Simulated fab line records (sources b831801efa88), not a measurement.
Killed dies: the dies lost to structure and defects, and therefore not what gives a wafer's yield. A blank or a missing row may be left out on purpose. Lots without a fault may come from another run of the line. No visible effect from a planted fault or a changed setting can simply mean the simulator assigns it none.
The tool behind it: which one? -- flow gf180mcu -- 13 lots, 39 wafers sampled, at 4 steps of a route of 602

## WHAT THE GAUGES READ, wafer by wafer
GF_M5_OVL_MEAS_08. Usual: M5_OVL -3 nm, standard deviation 5.4.
lot,measured,on,M5_OVL (nm),flag
L161,day 26 20:27,overlay-01,1 -1 -5,
L158,day 27 04:36,overlay-01,2 5 3,
L162,day 27 06:48,overlay-01,-6 0 -2,
L163,day 27 07:46,overlay-02,-2 -10 -6,
L164,day 27 14:16,overlay-01,0 -4 -7,
L167,day 28 17:33,overlay-02,-3 -6 1,
L168,day 28 20:42,overlay-01,4 -10 -3,
L175,day 30 22:13,overlay-02,-3 -2 -3,
L176,day 31 09:24,overlay-02,-6 -4 -1,
L177,day 31 13:28,overlay-01,-7 2 -2,
L178,day 31 22:06,overlay-02,-2 -6 -12,
L180,day 32 09:55,overlay-01,-11 -1 -3,
L181,day 32 12:16,overlay-01,-5 -17 -4,

## WHICH TOOL RAN EACH LOT (tool, then ch and the chambers of the sampled wafers, then the start)
lot,GF_V2_CMP_26,GF_M4_STRIP_17,GF_V4_SPUTTER_21
L161,"cmp-02 ch 1,2, day 21 00:26","plasma_asher-01 ch 0,1, day 23 23:55","pvd_sputter-03, day 24 23:50"
L158,"cmp-02 ch 0,1,2, day 21 06:32","plasma_asher-04 ch 0,1, day 24 05:54","pvd_sputter-01, day 25 06:30"
L162,"cmp-02 ch 0,2,3, day 21 09:29","plasma_asher-04 ch 0,1, day 24 08:16","pvd_sputter-01, day 25 08:36"
L163,"cmp-02 ch 0,1,3, day 21 11:20","plasma_asher-01 ch 0,1, day 24 10:38","pvd_sputter-02, day 25 10:41"
L164,"cmp-01 ch 0,1,3, day 21 19:23","plasma_asher-03 ch 0,1, day 24 17:33","pvd_sputter-02, day 25 17:18"
L167,"cmp-01 ch 0,1, day 22 21:35","plasma_asher-03 ch 0,1, day 25 20:37","pvd_sputter-03, day 26 20:52"
L168,"cmp-02 ch 1,3, day 23 02:01","plasma_asher-03 ch 1, day 25 23:58","pvd_sputter-03, day 26 23:30"
L175,"cmp-01 ch 1,2,3, day 25 11:44","plasma_asher-01 ch 0,1, day 28 08:52","pvd_sputter-03, day 29 08:04"
L176,"cmp-01 ch 0,2,3, day 26 01:09","plasma_asher-04 ch 0,1, day 28 22:37","pvd_sputter-03, day 29 20:32"
L177,"cmp-01 ch 0,1, day 26 04:32","plasma_asher-04 ch 0,1, day 29 01:43","pvd_sputter-02, day 30 00:27"
L178,"cmp-02 ch 0,3, day 26 16:12","plasma_asher-03 ch 0,1, day 29 13:21","pvd_sputter-02, day 30 10:49"
L180,"cmp-01 ch 0,1,2, day 27 09:16","plasma_asher-01 ch 0,1, day 30 04:21","pvd_sputter-01, day 31 00:22"
L181,"cmp-02 ch 2,3, day 27 13:20","plasma_asher-01 ch 0,1, day 30 07:54","pvd_sputter-01, day 31 03:11"
- GF_V2_CMP_26: polishes, stops on SiO2, t overpolish 15 s, target thk 0 nm.
- GF_M4_STRIP_17: strips in O2/N2.
- GF_V4_SPUTTER_21: material Ti, target thk 15 nm, time 80.02 s.

## AS READ BY THE TOOLS THEMSELVES (means over the sampled wafers that have a number; for cases with no such wafer, the mark the record gives instead)
GF_V2_CMP_26. Usual: motor_current_A 11.2 A, standard deviation 1; overpolish_run_s 14.999 s, standard deviation 0.01; time_to_endpoint_s 85 s, standard deviation 4.3.
lot,tool,motor_current_A (A),overpolish_run_s (s),time_to_endpoint_s (s),flag
L161,cmp-02,11.0,14.999,85,
L158,cmp-02,11.5,14.999,87,
L162,cmp-02,11.7,14.991,81,
L163,cmp-02,11.8,14.990,88,
L164,cmp-01,11.5,14.994,88,
L167,cmp-01,11.8,15.003,82,
L168,cmp-02,13.1,15.011,82,
L175,cmp-01,11.1,14.995,82,
L176,cmp-01,10.7,14.996,85,
L177,cmp-01,12.0,15.004,78,
L178,cmp-02,11.6,15.000,85,
L180,cmp-01,11.5,15.003,82,
L181,cmp-02,11.4,15.005,82,

GF_M4_STRIP_17. Usual: drypump_motor_current_A 5.6 A, standard deviation 0.48; heater_power_w 320 W, standard deviation 20; oes_product_au 0.537 a.u., standard deviation 0.0052; strip_time_to_endpoint_s 7.38 s, standard deviation 0.071.
lot,tool,drypump_motor_current_A (A),heater_power_w (W),oes_product_au (a.u.),strip_time_to_endpoint_s (s),flag
L161,plasma_asher-01,5.1,308,0.535,7.27,
L158,plasma_asher-04,6.0,319,0.539,7.48,
L162,plasma_asher-04,6.0,323,0.535,7.36,
L163,plasma_asher-01,5.1,302,0.534,7.42,
L164,plasma_asher-03,6.1,342,0.535,7.29,
L167,plasma_asher-03,6.1,343,0.537,7.45,
L168,plasma_asher-03,6.0,345,0.537,7.39,
L175,plasma_asher-01,5.0,298,0.539,7.41,
L176,plasma_asher-04,6.0,319,0.531,7.32,
L177,plasma_asher-04,6.0,317,0.538,7.44,
L178,plasma_asher-03,6.0,347,0.540,7.35,
L180,plasma_asher-01,5.1,310,0.534,7.29,
L181,plasma_asher-01,5.1,305,0.540,7.42,

GF_V4_SPUTTER_21. Usual: throttle_valve_pct 30.7 %, standard deviation 1.1.
lot,tool,throttle_valve_pct (%),flag
L161,pvd_sputter-03,29.9,
L158,pvd_sputter-01,31.1,
L162,pvd_sputter-01,31.0,
L163,pvd_sputter-02,30.0,
L164,pvd_sputter-02,30.0,
L167,pvd_sputter-03,31.1,
L168,pvd_sputter-03,31.7,
L175,pvd_sputter-03,30.7,
L176,pvd_sputter-03,30.2,
L177,pvd_sputter-02,29.7,
L178,pvd_sputter-02,30.5,
L180,pvd_sputter-01,31.4,
L181,pvd_sputter-01,31.2,

## THE ANSWER, worked out from the rows above alone
Rule: a lot is off if the mean of its wafers that have a number lies more than 3 standard deviations from the usual mean. A lot without any number at a reading at which 4 lots or more have one is off too. All remaining lots with rows at the step are treated as sound. After the gauges, taken in route order, come the tools' own readings; for these a lot's mean is taken, as printed above. The first step at which some lot is off is used, and at that step the reading that is off furthest; a lot without a number counts as furthest.
None of the lots is off at any reading shown; this tells nothing.

## WHAT HAD BEEN PUT IN BY THE SIMULATOR
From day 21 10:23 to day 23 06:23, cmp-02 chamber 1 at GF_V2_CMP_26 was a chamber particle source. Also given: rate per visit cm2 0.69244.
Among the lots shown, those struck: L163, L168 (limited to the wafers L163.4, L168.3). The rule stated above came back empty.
